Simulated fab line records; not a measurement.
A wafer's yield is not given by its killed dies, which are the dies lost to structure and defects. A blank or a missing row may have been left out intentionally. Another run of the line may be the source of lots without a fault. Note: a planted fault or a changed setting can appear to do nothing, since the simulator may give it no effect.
Which of the tools did it? | flow sky130 | Sampling: 13 lots, 39 wafers, 2 of 708 route steps

## WHAT THE GAUGES READ, wafer by wafer
SKY_VIA4_THK_MEAS_20: measures by xrf.
lot  | measured     | on            | VIA4_W_THK (nm)
L605 | day 42 16:35 | film metro-03 | 506 505 508
L606 | day 43 02:10 | film metro-04 | 499 506 510
L607 | day 43 05:43 | film metro-03 | 502 503 504
L608 | day 43 12:18 | film metro-01 | 512 514 507
L609 | day 43 22:35 | film metro-03 | 498 501 505
L611 | day 45 01:27 | film metro-03 | 505 511 511
L613 | day 45 04:24 | film metro-03 | 500 499 500
L614 | day 45 12:57 | film metro-04 | 490 492 496
L615 | day 45 15:16 | film metro-04 | 497 501 504
L617 | day 46 12:22 | film metro-04 | 503 499 507
L618 | day 46 15:25 | film metro-03 | 494 493 493
L622 | day 47 03:40 | film metro-01 | 497 493 502
L627 | day 48 09:52 | film metro-03 | 493 495 501

## WHICH TOOL RAN EACH LOT (tool, then ch and the chambers of the sampled wafers, then the start)
lot  | SKY_METAL2_CLEAN_23
L605 | wet bench-02 ch 1, day 35 03:17
L606 | wet bench-04 ch 0, day 35 12:22
L607 | wet bench-01 ch 2, day 35 17:13
L608 | wet bench-01 ch 0, day 35 22:37
L609 | wet bench-02 ch 0, day 36 10:29
L611 | wet bench-04 ch 3, day 37 16:10
L613 | wet bench-01 ch 1, day 37 22:34
L614 | wet bench-01 ch 1, day 38 07:31
L615 | wet bench-01 ch 0, day 38 11:13
L617 | wet bench-01 ch 1, day 39 12:53
L618 | wet bench-02 ch 3, day 39 17:41
L622 | wet bench-01 ch 0, day 40 06:10
L627 | wet bench-04 ch 0, day 41 19:44
- SKY_METAL2_CLEAN_23: cleans in O3/DIW.

## WHAT THE TOOLS THEMSELVES READ (means of the sampled wafers that have a number; where no wafer has one, the mark that the record gives instead)
The record holds no such reading with a usual standard deviation.

## THE ANSWER, worked out from the rows above alone
Rule: the usual values come from the lots themselves. Put in order of their means at a reading, lots are off if they are a third of the lots or fewer, leave a main group of 4 or more, and stand apart from it by a gap of 3 or more times the standard deviation of the main group's means; of several such gaps the widest counts. Not used: any main group whose means are identical at the precision the tables above print for the reading. A lot without any number at a reading at which 4 lots or more have one is off too. The other lots that the step has rows for count as sound. After the gauges, taken in route order, come the tools' own readings; for these a lot's mean is taken, as printed above. At the first step where some lot is off, the reading lying furthest off is the one used; lots without a number count as furthest.
Nothing can be told from this: no lot is off at any reading shown.

## WHAT THE SIMULATOR PUT IN
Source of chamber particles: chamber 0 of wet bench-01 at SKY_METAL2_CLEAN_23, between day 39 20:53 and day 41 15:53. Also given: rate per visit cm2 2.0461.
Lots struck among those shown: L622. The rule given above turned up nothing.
